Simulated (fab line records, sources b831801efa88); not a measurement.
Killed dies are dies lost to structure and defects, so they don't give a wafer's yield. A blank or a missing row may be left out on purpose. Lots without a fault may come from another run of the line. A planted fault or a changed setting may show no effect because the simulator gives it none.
Which tool did it? | flow gf180mcu | 6 lots, 18 wafers sampled, at 4 steps of a route of 602

WHAT THE GAUGES READ, wafer by wafer
GF_MIM_THK_MEAS_06.
lot  | measured     | on            | MIM_CVD_05_THK (nm)
L675 | day 25 08:22 | film_metro-01 | 42.8 41.2 42.6
L677 | day 26 00:14 | film_metro-01 | 40.9 41.2 41.2
L681 | day 27 03:34 | film_metro-02 | 32.0 31.8 31.6
L685 | day 28 08:38 | film_metro-02 | 42.6 41.9 43.1
L691 | day 30 06:53 | film_metro-01 | 42.0 42.7 42.4
L693 | day 30 15:25 | film_metro-01 | 41.4 43.5 42.0

WHICH TOOL RAN EACH LOT (tool, then ch and the chambers of the sampled wafers, then the start)
lot  | GF_V4_STRIP_18                       | GF_V4_SPUTTER_22             | GF_MIM_CVD_05
L675 | plasma_asher-01 ch 0,1, day 25 06:53 | pvd_sputter-03, day 25 07:27 | pecvd-04 ch 0,1,2, day 25 08:19
L677 | plasma_asher-02 ch 0,1, day 25 22:46 | pvd_sputter-01, day 25 23:20 | pecvd-02 ch 0,1, day 26 00:11
L681 | plasma_asher-01 ch 0,1, day 27 02:04 | pvd_sputter-02, day 27 02:40 | pecvd-02 ch 0,1,2, day 27 03:31
L685 | plasma_asher-03 ch 0, day 28 07:08   | pvd_sputter-03, day 28 07:44 | pecvd-01 ch 0,2, day 28 08:35
L691 | plasma_asher-03 ch 0,1, day 30 05:22 | pvd_sputter-01, day 30 06:00 | pecvd-04 ch 0,1, day 30 06:51
L693 | plasma_asher-03 ch 0,1, day 30 13:55 | pvd_sputter-03, day 30 14:32 | pecvd-01 ch 0,1,2, day 30 15:23
- GF_V4_STRIP_18: strips in O2/N2.
- GF_V4_SPUTTER_22: material TiN, target thk 10 nm, time 40 s.
- GF_MIM_CVD_05: deposits Si3N4, target thk 42 nm, time 29.086 s.

THE ANSWER, worked out from the rows above alone
Rule: what is usual is taken from the lots themselves. Put in order of their means at a reading, lots are off if they are a third of the lots or fewer, leave a main group of 4 or more, and stand apart from it by a gap of 3 or more times the standard deviation of the main group's means; of several such gaps the widest counts. A main group whose means are all the same, to the digits that the tables above print for the reading, isn't used. A lot without any number at a reading at which 4 lots or more have one is off too. The other lots that the step has rows for count as sound.
Off: L681, at GF_MIM_THK_MEAS_06 (MIM_CVD_05_THK). The main group: mean 42.1 nm, standard deviation 0.51.
A tool fits if, at a process step before that reading, it ran every lot that is off, and no sound lot after the first of them. The gauges at GF_MIM_THK_MEAS_06 are tried like those tools. Can't be told from this: 3 tools fit, plasma_asher-01 at GF_V4_STRIP_18, pvd_sputter-02 at GF_V4_SPUTTER_22, pecvd-02 at GF_MIM_CVD_05.

WHAT THE SIMULATOR HAD PUT IN
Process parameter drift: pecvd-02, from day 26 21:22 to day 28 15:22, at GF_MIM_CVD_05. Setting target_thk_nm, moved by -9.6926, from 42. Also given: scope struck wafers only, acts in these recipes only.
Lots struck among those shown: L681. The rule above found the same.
